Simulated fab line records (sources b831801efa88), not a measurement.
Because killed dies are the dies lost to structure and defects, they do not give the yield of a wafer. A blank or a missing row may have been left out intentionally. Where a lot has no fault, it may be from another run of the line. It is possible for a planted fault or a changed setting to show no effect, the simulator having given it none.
What tool caused it? || flow sfq_line || 21 wafers from 7 lots sampled at 6 of the route's 325 steps

== WHAT THE GAUGES READ, wafer by wafer ==
SFQ_I6_BOW_MEAS_941.
{"lot": "L915", "measured": "day 65 20:46", "on": "film_metro-01", "I6_BOW (um)": "21 21 18"}
{"lot": "L917", "measured": "day 66 02:46", "on": "film_metro-02", "I6_BOW (um)": "4 4 1"}
{"lot": "L920", "measured": "day 66 15:07", "on": "film_metro-01", "I6_BOW (um)": "15 10 11"}
{"lot": "L926", "measured": "day 69 02:51", "on": "film_metro-01", "I6_BOW (um)": "0 0 0"}
{"lot": "L928", "measured": "day 69 10:48", "on": "film_metro-02", "I6_BOW (um)": "0 -6 -13"}
{"lot": "L930", "measured": "day 69 19:18", "on": "film_metro-01", "I6_BOW (um)": "14 21 10"}
{"lot": "L932", "measured": "day 70 01:19", "on": "film_metro-02", "I6_BOW (um)": "-6 -2 7"}

== WHAT TOOL EACH LOT RAN ON (gives the tool, then ch and the chambers of the sampled wafers, and finally the start) ==
{"lot": "L915", "SFQ_TRILAYER_M4_BARC_OPEN_METAL_ETCH_123": "rie_metal-02 ch 0,1, day 35 05:23", "SFQ_TRILAYER_M4_ETCH_METAL_ETCH_096": "rie_metal-02 ch 0,1, day 35 05:27", "SFQ_TRILAYER_I4_VIA_LITHO_EXPOSE_104": "krf_scanner-01 ch 0, day 41 04:49", "SFQ_TRILAYER_I4_VIA_ETCH_VIA_ETCH_106": "rie_diel-03 ch 0,3, day 41 06:24", "SFQ_TRILAYER_JJ_CE_METRO_MEASURE_117": "cd_sem-01, day 41 19:43"}
{"lot": "L917", "SFQ_TRILAYER_M4_BARC_OPEN_METAL_ETCH_123": "rie_metal-02 ch 0,1, day 36 05:34", "SFQ_TRILAYER_M4_ETCH_METAL_ETCH_096": "rie_metal-02 ch 0,1, day 36 05:38", "SFQ_TRILAYER_I4_VIA_LITHO_EXPOSE_104": "krf_scanner-01 ch 0, day 42 12:48", "SFQ_TRILAYER_I4_VIA_ETCH_VIA_ETCH_106": "rie_diel-02 ch 0,2, day 42 14:22", "SFQ_TRILAYER_JJ_CE_METRO_MEASURE_117": "cd_sem-02, day 46 15:40"}
{"lot": "L920", "SFQ_TRILAYER_M4_BARC_OPEN_METAL_ETCH_123": "rie_metal-04 ch 0,1, day 37 04:46", "SFQ_TRILAYER_M4_ETCH_METAL_ETCH_096": "rie_metal-04 ch 0,1, day 37 04:50", "SFQ_TRILAYER_I4_VIA_LITHO_EXPOSE_104": "krf_scanner-02 ch 0, day 43 17:34", "SFQ_TRILAYER_I4_VIA_ETCH_VIA_ETCH_106": "rie_diel-02 ch 0,2,3, day 43 19:08", "SFQ_TRILAYER_JJ_CE_METRO_MEASURE_117": "cd_sem-01, day 48 18:34"}
{"lot": "L926", "SFQ_TRILAYER_M4_BARC_OPEN_METAL_ETCH_123": "rie_metal-04 ch 0,1, day 38 10:40", "SFQ_TRILAYER_M4_ETCH_METAL_ETCH_096": "rie_metal-04 ch 0,1, day 38 10:44", "SFQ_TRILAYER_I4_VIA_LITHO_EXPOSE_104": "krf_scanner-02 ch 0, day 45 04:22", "SFQ_TRILAYER_I4_VIA_ETCH_VIA_ETCH_106": "rie_diel-03 ch 1,2,3, day 45 05:56", "SFQ_TRILAYER_JJ_CE_METRO_MEASURE_117": "cd_sem-01, day 50 19:25"}
{"lot": "L928", "SFQ_TRILAYER_M4_BARC_OPEN_METAL_ETCH_123": "rie_metal-04 ch 0,1, day 39 02:16", "SFQ_TRILAYER_M4_ETCH_METAL_ETCH_096": "rie_metal-04 ch 0,1, day 39 02:20", "SFQ_TRILAYER_I4_VIA_LITHO_EXPOSE_104": "krf_scanner-02, day 45 22:22", "SFQ_TRILAYER_I4_VIA_ETCH_VIA_ETCH_106": "rie_diel-02 ch 0,1,3, day 45 23:56", "SFQ_TRILAYER_JJ_CE_METRO_MEASURE_117": "cd_sem-01, day 51 20:37"}
{"lot": "L930", "SFQ_TRILAYER_M4_BARC_OPEN_METAL_ETCH_123": "rie_metal-03 ch 0,1, day 39 11:40", "SFQ_TRILAYER_M4_ETCH_METAL_ETCH_096": "rie_metal-03 ch 0,1, day 39 11:44", "SFQ_TRILAYER_I4_VIA_LITHO_EXPOSE_104": "krf_scanner-01, day 46 10:31", "SFQ_TRILAYER_I4_VIA_ETCH_VIA_ETCH_106": "rie_diel-01 ch 1,2, day 46 12:06", "SFQ_TRILAYER_JJ_CE_METRO_MEASURE_117": "cd_sem-01, day 52 14:37"}
{"lot": "L932", "SFQ_TRILAYER_M4_BARC_OPEN_METAL_ETCH_123": "rie_metal-04 ch 0,1, day 39 21:16", "SFQ_TRILAYER_M4_ETCH_METAL_ETCH_096": "rie_metal-04 ch 0,1, day 39 21:20", "SFQ_TRILAYER_I4_VIA_LITHO_EXPOSE_104": "krf_scanner-02 ch 0, day 47 08:15", "SFQ_TRILAYER_I4_VIA_ETCH_VIA_ETCH_106": "rie_diel-03 ch 1,2,3, day 47 09:49", "SFQ_TRILAYER_JJ_CE_METRO_MEASURE_117": "cd_sem-01, day 53 20:45"}
- SFQ_TRILAYER_M4_BARC_OPEN_METAL_ETCH_123: etches BARC in O2, target depth 125 nm, time 41.7 s.
- SFQ_TRILAYER_M4_ETCH_METAL_ETCH_096: etches Nb in Cl2/Ar, stops on SiO2, target depth 240 nm, time 120 s.
- SFQ_TRILAYER_I4_VIA_LITHO_EXPOSE_104: exposes mask I4, target cd 700 nm.
- SFQ_TRILAYER_I4_VIA_ETCH_VIA_ETCH_106: etches SiO2 in CHF3, stops on Nb, target depth 260 nm.
- SFQ_TRILAYER_JJ_CE_METRO_MEASURE_117

== THE ANSWER, worked out from the rows above alone ==
Rule: the usual values come from the lots themselves. Put in order of their means at a reading, lots are off if they are a third of the lots or fewer, leave a main group of 4 or more, and stand apart from it by a gap of 3 or more times the standard deviation of the main group's means; of several such gaps the widest counts. A main group is skipped when, at the precision printed for the reading in the tables above, its means are all equal. Also off: a lot with no number at a reading for which 4 or more lots have one. Any other lot the step has rows for is counted as sound.
No lot is off on any of the readings shown, so nothing can be concluded from this.

== WHAT THE SIMULATOR PUT IN ==
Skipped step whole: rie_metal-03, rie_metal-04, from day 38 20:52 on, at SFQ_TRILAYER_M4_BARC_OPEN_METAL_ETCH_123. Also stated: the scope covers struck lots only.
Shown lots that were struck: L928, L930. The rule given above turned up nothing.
